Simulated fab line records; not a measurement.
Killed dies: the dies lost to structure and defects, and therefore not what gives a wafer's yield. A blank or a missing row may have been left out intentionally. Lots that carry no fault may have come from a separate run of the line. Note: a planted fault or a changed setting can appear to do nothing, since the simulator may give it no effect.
8D (eight disciplines) problem report, filled in by code | flow gf180mcu | the parts of the form that need people (team, actions taken, sign-off) are left out

1. WHAT IS WRONG
Wafers with no fault read 79.98 W with a standard deviation of 0.25, whereas biasW at GF_HV_LDD_ETCHBACK_58 reads a mean of 67.73 W on 1 wafer of 1 lot. Measured from the usual mean, that is -49 standard deviations.
The step: etches Si3N4 in CH3F/O2, stops on SiO2, time 100 s, target depth 90 nm.
The first sign was on wafer L750.3 at day 14 03:43, on rieDiel-03. The record holds 39 wafers of 13 lots with a number at this step. Rule for "out", or "out of limits": more than 4 standard deviations from the usual mean. All remaining wafers that have a number are taken as sound.

2. WHAT IT IS, WHAT IT ISN'T
question                    | is                | is not
which readings at this step | biasW             | drypumpMotorCurrentA, oesProductAu, throttleValvePct
which lots                  | L750              | L745, L747, L748, L758, L759, L760, L761, L762, L763, L766, L767, L768
which wafers of those lots  | L750.3            | L750.5, L750.6
read on which tools         | rieDiel-03        | rieDiel-01
when                        | from day 14 03:43 | up to then (11 sound wafers); but 27 sound wafers of L758, L759, L760, L761, L762, L763, L766, L767, L768 came after

3. WHAT RULES OUT EACH SUSPECT
Counting: any tool at a process step up to the reading remains a suspect provided it ran every lot that is out. Sound lots after the first of them don't rule it out here, since some wafers of a struck lot are sound.
- rieDiel-03 at GF_HV_LDD_ETCHBACK_58 (etches Si3N4 in CH3F/O2, stops on SiO2, time 100 s, target depth 90 nm): kept. The lot that is out, L750, ran on it at day 14 03:43; the last sound lot it ran before that was L748, at day 13 08:33. Its own biasW readings are out on those wafers.
- In rieDiel-03 at GF_HV_LDD_ETCHBACK_58, the wafers that are out were processed in chamber 0 and their sound lot-mates in chambers 2, 3.
After counting, what remains is rieDiel-03 at GF_HV_LDD_ETCHBACK_58.

4. THE CAUSE (what the simulator had put in)
rieDiel-03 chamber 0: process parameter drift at GF_HV_LDD_ETCHBACK_58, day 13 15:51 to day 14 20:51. Setting biasW shifted by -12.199 from 80. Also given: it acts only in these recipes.
After counting, this tool was the only one left.

5. THE CHAIN OF EFFECTS, in route order
Each row: a reading where the mean over the struck wafers with a number is more than 3 standard deviations away from the usual. Only readings whose record carries a usual standard deviation are examined. hours: median over the lots of the time between each lot's start at the first step of this table that gives one and its start at this step. sigmas: the change, counted in usual standard deviations.
hours | step                  | reading | usual   | on struck wafers | change | sigmas
0     | GF_HV_LDD_ETCHBACK_58 | biasW   | 79.98 W | 67.73            | -12.25 | -49
Its process steps:
- GF_HV_LDD_ETCHBACK_58: etches Si3N4 in CH3F/O2, stops on SiO2, time 100 s, target depth 90 nm.

6. WHAT WOULD HAVE CAUGHT IT SOONER
In this record no reading fell out of limits until day 14 03:43, 12 hours after the fault had begun at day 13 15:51.
